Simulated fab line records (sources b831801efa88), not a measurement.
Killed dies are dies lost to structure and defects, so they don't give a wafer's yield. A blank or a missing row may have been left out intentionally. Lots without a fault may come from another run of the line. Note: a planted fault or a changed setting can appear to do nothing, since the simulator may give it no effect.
The tool behind it: which one? + flow sky130 + Sampling: 11 lots, 33 wafers, 2 of 708 route steps

== WHAT EACH GAUGE READ, for each wafer ==
SKY_CAP2M_THK_MEAS_04: measures by xrf. Usual: CAP2M_TIN_THK 195.6 nm, standard deviation 2.8.
| lot  | measured     | on            | CAP2M_TIN_THK (nm) | flag |
|------|--------------|---------------|--------------------|------|
| L165 | day 39 17:15 | film_metro-03 | 195.8 196.9 200.1  |      |
| L167 | day 40 03:11 | film_metro-01 | 193.4 194.8 191.9  |      |
| L166 | day 40 06:21 | film_metro-02 | 199.1 199.4 201.7  |      |
| L169 | day 40 23:53 | film_metro-01 | 195.6 193.3 194.3  |      |
| L173 | day 42 12:10 | film_metro-01 | 193.0 194.8 194.2  |      |
| L176 | day 43 10:20 | film_metro-02 | 197.0 195.9 197.1  |      |
| L177 | day 43 16:57 | film_metro-02 | 195.9 196.3 193.6  |      |
| L178 | day 44 04:10 | film_metro-02 | 198.1 199.6 197.4  |      |
| L186 | day 45 17:33 | film_metro-01 | 188.9 189.1 189.1  |      |
| L187 | day 45 23:08 | film_metro-02 | 197.0 198.9 197.6  |      |
| L188 | day 46 00:58 | film_metro-02 | 195.8 197.3 197.4  |      |

== WHAT TOOL EACH LOT RAN ON (gives the tool, then ch and the chambers of the sampled wafers, and finally the start) ==
| lot  | SKY_METAL4_SPUTTER_00        |
|------|------------------------------|
| L165 | pvd_sputter-01, day 39 16:47 |
| L167 | pvd_sputter-04, day 40 02:43 |
| L166 | pvd_sputter-01, day 40 05:53 |
| L169 | pvd_sputter-04, day 40 23:22 |
| L173 | pvd_sputter-04, day 42 11:42 |
| L176 | pvd_sputter-04, day 43 09:51 |
| L177 | pvd_sputter-04, day 43 16:28 |
| L178 | pvd_sputter-04, day 44 03:41 |
| L186 | pvd_sputter-03, day 45 17:04 |
| L187 | pvd_sputter-03, day 45 22:40 |
| L188 | pvd_sputter-01, day 46 00:31 |
- SKY_METAL4_SPUTTER_00: material Ti, target thk 15 nm, time 10 s.

== WHAT THE TOOLS THEMSELVES READ (means of the sampled wafers that have a number; where no wafer has one, the mark that the record gives instead) ==
SKY_METAL4_SPUTTER_00. Usual: chamber_pressure_pa 0.4000 Pa, standard deviation 0.00086; throttle_valve_pct 29.9 %, standard deviation 0.95.
| lot  | tool           | chamber_pressure_pa (Pa) | throttle_valve_pct (%) | flag |
|------|----------------|--------------------------|------------------------|------|
| L165 | pvd_sputter-01 | 0.3996                   | 30.0                   |      |
| L167 | pvd_sputter-04 | 0.4011                   | 29.1                   |      |
| L166 | pvd_sputter-01 | 0.3996                   | 29.9                   |      |
| L169 | pvd_sputter-04 | 0.4001                   | 31.1                   |      |
| L173 | pvd_sputter-04 | 0.3996                   | 28.8                   |      |
| L176 | pvd_sputter-04 | 0.3840                   | 30.4                   | OFF  |
| L177 | pvd_sputter-04 | 0.3694                   | 30.0                   | OFF  |
| L178 | pvd_sputter-04 | 0.3852                   | 30.3                   | OFF  |
| L186 | pvd_sputter-03 | 0.4002                   | 29.8                   |      |
| L187 | pvd_sputter-03 | 0.4006                   | 29.8                   |      |
| L188 | pvd_sputter-01 | 0.3994                   | 29.6                   |      |

== THE ANSWER, worked out from the rows above alone ==
Rule: a lot counts as off when the mean over its wafers that have a number is more than 3 standard deviations away from the usual mean. Also off: a lot with no number at a reading for which 4 or more lots have one. Where the step has rows for the other lots, those lots are counted as sound. After the gauges, taken in route order, come the tools' own readings; for these a lot's mean is taken, as printed above. At the first step where some lot is off, the reading lying furthest off is the one used; lots without a number count as furthest.
Off at SKY_METAL4_SPUTTER_00 (chamber_pressure_pa): L176, L177, L178.
A tool fits if, at that step or a process step before it, it ran every lot that is off, and no sound lot after the first of them. One fits: pvd_sputter-04 at SKY_METAL4_SPUTTER_00. Its last sound lot is L173 (day 42 11:42), its first lot that is off L176 (day 43 09:51): a fault that began between those two fits.
On the lots that are off, the tool's own readings at SKY_METAL4_SPUTTER_00 differ by more than 5 times the standard deviation of the sound lots' means, which bears it out; chamber_pressure_pa reads 0.3795 Pa there versus 0.4000 Pa on the sound lots.

== WHAT THE SIMULATOR HAD PUT IN ==
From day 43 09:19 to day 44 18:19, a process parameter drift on pvd_sputter-04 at SKY_METAL4_SPUTTER_00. Setting chamber_pressure_pa, moved by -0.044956, from 0.4. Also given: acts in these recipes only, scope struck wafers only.
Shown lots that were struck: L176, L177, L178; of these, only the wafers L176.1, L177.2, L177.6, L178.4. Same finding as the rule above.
